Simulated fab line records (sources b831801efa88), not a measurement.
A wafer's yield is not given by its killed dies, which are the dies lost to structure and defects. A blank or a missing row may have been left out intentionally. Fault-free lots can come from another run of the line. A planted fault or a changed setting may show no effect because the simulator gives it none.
What tool caused it?    flow gf180mcu    12 lots with 36 wafers sampled at 7 steps, on a route of 602 steps

WHAT THE GAUGES READ, wafer by wafer
GF_VT_IMPLANT_RS_MEAS_48: measurement is done with a four-point probe.
lot   measured      on             LVPWELL_RS (ohm/sq)
L858  day 7 21:29   film metro-04  1199.4 1196.8 1195.4
L860  day 8 11:26   film metro-03  1198.7 1197.2 1198.4
L861  day 8 17:47   film metro-03  1191.4 1196.3 1199.2
L862  day 9 01:10   film metro-04  1201.3 1201.7 1199.6
L866  day 10 02:55  film metro-04  1198.7 1198.9 1200.9
L867  day 10 06:41  film metro-01  1195.8 1198.8 1196.8
L868  day 10 13:04  film metro-04  1191.7 1194.1 1197.0
L873  day 11 20:05  film metro-04  1202.9 1198.3 1198.4
L875  day 12 08:22  film metro-01  1193.6 1195.1 1194.5
L876  day 12 15:52  film metro-04  1195.9 1202.3 1199.6
L879  day 13 10:29  film metro-01  1203.1 1204.4 1201.3
L880  day 13 17:20  film metro-03  1195.0 1197.4 1194.0

GF_POLY_GATE_OVL_MEAS_11.
lot   measured      on          POLY_GATE_OVL (nm)
L858  day 9 17:23   overlay-01  0 2 -2
L860  day 10 05:46  overlay-01  0 3 0
L861  day 10 15:37  overlay-02  -1 1 3
L862  day 11 02:17  overlay-02  0 -2 -2
L866  day 12 04:31  overlay-01  -7 -5 -7
L867  day 12 04:43  overlay-01  2 15 8
L868  day 12 15:04  overlay-02  -6 -8 -4
L873  day 13 23:01  overlay-02  -2 -2 -1
L875  day 14 13:50  overlay-02  -3 2 -2
L876  day 14 20:43  overlay-02  -5 2 2
L879  day 15 16:19  overlay-01  6 3 4
L880  day 15 17:02  overlay-01  3 4 2

GF_HV_LDD_CD_MEAS_19: the cd target is 400 nm.
lot   measured      on         cd nm (nm)
L858  day 11 12:01  cd sem-01  398.9 400.3 401.4
L860  day 12 00:44  cd sem-01  398.1 401.9 397.6
L861  day 12 08:49  cd sem-01  399.7 402.0 401.5
L862  day 12 18:08  cd sem-01  395.7 399.0 398.2
L866  day 13 22:26  cd sem-02  398.1 398.2 398.6
L867  day 13 22:14  cd sem-01  397.7 398.4 397.3
L868  day 14 11:26  cd sem-01  401.2 401.8 403.1
L873  day 15 21:06  cd sem-01  397.4 396.0 398.6
L875  day 16 10:35  cd sem-01  - - -
L876  day 16 19:08  cd sem-01  399.4 398.7 400.8
L879  day 17 14:48  cd sem-02  396.4 398.7 395.7
L880  day 17 16:13  cd sem-01  405.1 403.1 406.6

GF_HV_LDD_TW_MEAS_23.
lot   measured      on             HV_LDD_2_TW
L858  day 11 12:24  film metro-03  1064 1055 1059
L860  day 12 01:08  film metro-03  1064 1065 1066
L861  day 12 09:12  film metro-03  1064 1064 1068
L862  day 12 18:33  film metro-01  1057 1062 1061
L866  day 13 22:50  film metro-01  1061 1065 1072
L867  day 13 22:39  film metro-04  1062 1065 1058
L868  day 14 11:51  film metro-01  1063 1051 1059
L873  day 15 21:29  film metro-04  1067 1071 1072
L875  day 16 10:58  film metro-01  30 30 30
L876  day 16 19:32  film metro-03  1062 1062 1065
L879  day 17 15:12  film metro-01  1067 1061 1064
L880  day 17 16:37  film metro-04  1059 1060 1060

GF_HV_LDD_TW_MEAS_38.
lot   measured      on             HV_LDD_3_TW
L858  day 12 07:10  film metro-01  1445 1447 1448
L860  day 12 20:18  film metro-04  1444 1445 1452
L861  day 13 03:39  film metro-03  1448 1449 1449
L862  day 13 14:36  film metro-04  1453 1449 1449
L866  day 14 20:38  film metro-04  1446 1447 1446
L867  day 14 20:19  film metro-01  1445 1444 1441
L868  day 15 09:15  film metro-03  1447 1451 1445
L873  day 16 20:08  film metro-04  1448 1451 1446
L875  day 17 10:55  film metro-01  1596 1598 1592
L876  day 17 19:28  film metro-03  1436 1433 1442
L879  day 18 15:16  film metro-04  1446 1452 1443
L880  day 18 16:19  film metro-01  1444 1444 1438

WHAT TOOL EACH LOT RAN ON (gives the tool, then ch and the chambers of the sampled wafers, and finally the start)
lot   GF_VT_IMPLANT_RTA_45              GF_HV_LDD_EXPOSE_16
L858  rtp anneal-02 ch 0, day 7 21:09   iline stepper-02 ch 0, day 11 03:13
L860  rtp anneal-02 ch 0, day 8 11:05   iline stepper-01 ch 0, day 11 16:10
L861  rtp anneal-02 ch 0, day 8 17:27   iline stepper-01 ch 0, day 12 00:16
L862  rtp anneal-02 ch 0, day 9 00:50   iline stepper-02 ch 0, day 12 09:16
L866  rtp anneal-01 ch 0, day 10 02:34  iline stepper-02 ch 0, day 13 12:49
L867  rtp anneal-01 ch 0, day 10 06:21  iline stepper-02 ch 0, day 13 12:39
L868  rtp anneal-01 ch 0, day 10 12:44  iline stepper-02 ch 0, day 14 00:36
L873  rtp anneal-01 ch 0, day 11 19:44  iline stepper-02 ch 0, day 15 10:20
L875  rtp anneal-01 ch 0, day 12 08:01  iline stepper-01 ch 0, day 15 23:09
L876  rtp anneal-02 ch 0, day 12 15:32  iline stepper-01 ch 0, day 16 08:24
L879  rtp anneal-02 ch 0, day 13 10:09  iline stepper-02 ch 0, day 17 03:23
L880  rtp anneal-01 ch 0, day 13 17:00  iline stepper-01 ch 0, day 17 05:02
- GF_VT_IMPLANT_RTA_45: time 30 s.
- GF_HV_LDD_EXPOSE_16: exposes mask Pplus LV AREA, target cd 400 nm.

AS READ BY THE TOOLS THEMSELVES (means over the sampled wafers that have a number; for cases with no such wafer, the mark the record gives instead)
GF_VT_IMPLANT_RTA_45.
lot   tool           anneal temp c max  lamp power pct (%)  wafer_temp_C_max
L858  rtp anneal-02  1059.5             33.0                1055.0
L860  rtp anneal-02  1057.9             33.0                1056.0
L861  rtp anneal-02  1059.1             33.0                1055.1
L862  rtp anneal-02  1058.5             32.9                1057.0
L866  rtp anneal-01  1054.9             38.1                1052.8
L867  rtp anneal-01  1055.2             38.0                1052.0
L868  rtp anneal-01  1053.9             38.1                1051.9
L873  rtp anneal-01  1053.7             38.1                1052.7
L875  rtp anneal-01  1055.3             38.1                1052.5
L876  rtp anneal-02  1058.1             32.9                1056.1
L879  rtp anneal-02  1059.8             33.0                1056.0
L880  rtp anneal-01  1055.0             38.1                1053.4

THE ANSWER, worked out from the rows above alone
Rule: the usual values come from the lots themselves. The widest of any qualifying gaps counts: lots, ordered by their means at a reading, are off when they make up no more than a third of the lots, leave a main group of 4 or more, and stand apart from it by 3 or more times the standard deviation of that group's means. Not used: any main group whose means are identical at the precision the tables above print for the reading. A lot without any number at a reading at which 4 lots or more have one is off too. Where the step has rows for the other lots, those lots are counted as sound. After the gauges, taken in route order, come the tools' own readings; for these a lot's mean is taken, as printed above. The first step at which some lot is off is used, and at that step the reading that is off furthest; a lot without a number counts as furthest.
Off: L875 (GF_HV_LDD_CD_MEAS_19, cd nm). Without a number there: L875. The main group has a mean of 399.6 nm with a standard deviation of 2.3.
A tool fits if, at a process step before that reading, it ran every lot that is off, and no sound lot after the first of them. The gauges at GF_HV_LDD_CD_MEAS_19 aren't tried: what is off there is off at GF_HV_LDD_TW_MEAS_23 too, on other tools, and a gauge's error can't cause that. None of those tried fits.

WHAT WAS PUT IN BY THE SIMULATOR
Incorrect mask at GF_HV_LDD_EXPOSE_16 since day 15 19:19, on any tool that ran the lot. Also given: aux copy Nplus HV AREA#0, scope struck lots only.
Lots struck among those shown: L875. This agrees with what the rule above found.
